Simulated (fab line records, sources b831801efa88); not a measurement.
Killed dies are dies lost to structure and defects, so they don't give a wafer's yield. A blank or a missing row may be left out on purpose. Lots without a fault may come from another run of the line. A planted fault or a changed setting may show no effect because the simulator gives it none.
Which tool did it? | flow gf180mcu | 12 lots, 36 wafers sampled, at 3 steps of a route of 602

WHAT THE GAUGES READ, wafer by wafer
GF_V2_THK_MEAS_25: measures by xrf. Usual: V2_W_THK 349 nm, standard deviation 6.9.
lot  | measured     | on            | V2_W_THK (nm) | flag
L357 | day 20 16:04 | film_metro-03 | 339 336 339   |
L360 | day 22 02:26 | film_metro-03 | 344 352 346   |
L361 | day 22 03:03 | film_metro-01 | 358 357 350   |
L362 | day 22 13:46 | film_metro-01 | 354 349 353   |
L364 | day 23 06:49 | film_metro-01 | 350 353 351   |
L368 | day 24 16:56 | film_metro-04 | 351 348 349   |
L369 | day 24 22:54 | film_metro-01 | 359 358 353   |
L370 | day 25 07:23 | film_metro-03 | 338 340 336   |
L376 | day 27 12:05 | film_metro-03 | 339 342 337   |
L377 | day 27 18:35 | film_metro-01 | 355 358 349   |
L378 | day 27 22:22 | film_metro-04 | 356 345 345   |
L379 | day 28 08:26 | film_metro-01 | 349 350 348   |

GF_V3_BOW_MEAS_05. Usual: V3_BOW 117 um, standard deviation 9.1.
lot  | measured     | on            | V3_BOW (um) | flag
L357 | day 21 17:44 | film_metro-02 | 121 123 114 |
L360 | day 23 03:13 | film_metro-02 | 117 119 125 |
L361 | day 23 03:16 | film_metro-01 | 127 122 139 |
L362 | day 23 13:43 | film_metro-02 | 116 116 120 |
L364 | day 24 07:22 | film_metro-01 | 113 118 107 |
L368 | day 25 16:31 | film_metro-01 | 118 115 106 |
L369 | day 25 22:01 | film_metro-03 | 117 115 109 |
L370 | day 26 06:27 | film_metro-03 | 102 109 124 |
L376 | day 28 09:32 | film_metro-01 | 110 109 122 |
L377 | day 28 16:34 | film_metro-03 | 111 118 104 |
L378 | day 28 19:37 | film_metro-02 | 102 106 102 |
L379 | day 29 05:14 | film_metro-02 | 117 115 121 |

WHICH TOOL RAN EACH LOT (tool, then ch and the chambers of the sampled wafers, then the start)
lot  | GF_M2_STRIP_17
L357 | plasma_asher-01 ch 0,1, day 19 13:25
L360 | plasma_asher-01 ch 0,1, day 21 00:32
L361 | plasma_asher-04 ch 0,1, day 21 00:46
L362 | plasma_asher-01 ch 0,1, day 21 11:55
L364 | plasma_asher-04 ch 0,1, day 22 05:35
L368 | plasma_asher-02 ch 0,1, day 23 16:26
L369 | plasma_asher-01 ch 0, day 23 22:58
L370 | plasma_asher-02 ch 0,1, day 24 06:41
L376 | plasma_asher-01 ch 0,1, day 26 13:17
L377 | plasma_asher-02 ch 0,1, day 26 20:04
L378 | plasma_asher-04 ch 0,1, day 26 23:55
L379 | plasma_asher-01 ch 0,1, day 27 10:35
- GF_M2_STRIP_17: strips in O2/N2.

WHAT THE TOOLS THEMSELVES READ (means of the sampled wafers that have a number; where no wafer has one, the mark that the record gives instead)
GF_M2_STRIP_17. Usual: chamber_pressure_mTorr 1500.0 mTorr, standard deviation 1.4; drypump_motor_current_A 5.9 A, standard deviation 0.3; heater_power_w 332 W, standard deviation 26; o2_flow_sccm 2999 sccm, standard deviation 9.8; oes_product_au 0.538 a.u., standard deviation 0.0047; strip_time_to_endpoint_s 7.40 s, standard deviation 0.047.
lot  | tool            | chamber_pressure_mTorr (mTorr) | drypump_motor_current_A (A) | heater_power_w (W) | o2_flow_sccm (sccm) | oes_product_au (a.u.) | strip_time_to_endpoint_s (s) | flag
L357 | plasma_asher-01 | 1500.1                         | 5.7                         | 317                | 3010                | 0.538                 | 7.42                         |
L360 | plasma_asher-01 | 1500.1                         | 5.6                         | 344                | 3013                | 0.540                 | 7.39                         |
L361 | plasma_asher-04 | 1499.9                         | 6.0                         | 335                | 3003                | 0.537                 | 7.36                         |
L362 | plasma_asher-01 | 1500.4                         | 5.7                         | 319                | 3001                | 0.537                 | 7.33                         |
L364 | plasma_asher-04 | 1499.7                         | 6.0                         | 338                | 2996                | 0.540                 | 7.44                         |
L368 | plasma_asher-02 | 1500.2                         | 6.2                         | 338                | 3005                | 0.539                 | 7.46                         |
L369 | plasma_asher-01 | 1500.8                         | 5.8                         | 299                | 2997                | 0.539                 | 7.46                         |
L370 | plasma_asher-02 | 1500.1                         | 6.1                         | 329                | 2985                | 0.540                 | 7.38                         |
L376 | plasma_asher-01 | 1500.5                         | 5.7                         | 316                | 2997                | 0.545                 | 7.45                         |
L377 | plasma_asher-02 | 1499.0                         | 6.2                         | 334                | 3005                | 0.540                 | 7.42                         |
L378 | plasma_asher-04 | 1498.6                         | 5.9                         | 333                | 3002                | 0.542                 | 7.41                         |
L379 | plasma_asher-01 | 1499.7                         | 5.7                         | 321                | 2994                | 0.535                 | 7.39                         |

THE ANSWER, worked out from the rows above alone
Rule: a lot is off if the mean of its wafers that have a number lies more than 3 standard deviations from the usual mean. A lot without any number at a reading at which 4 lots or more have one is off too. The other lots that the step has rows for count as sound. The gauges are gone through in route order, then the tools' own readings, and for those a lot's mean is taken as printed above. The first step at which some lot is off is used, and at that step the reading that is off furthest; a lot without a number counts as furthest.
No lot is off at any reading shown: from this, nothing can be told.

WHAT THE SIMULATOR HAD PUT IN
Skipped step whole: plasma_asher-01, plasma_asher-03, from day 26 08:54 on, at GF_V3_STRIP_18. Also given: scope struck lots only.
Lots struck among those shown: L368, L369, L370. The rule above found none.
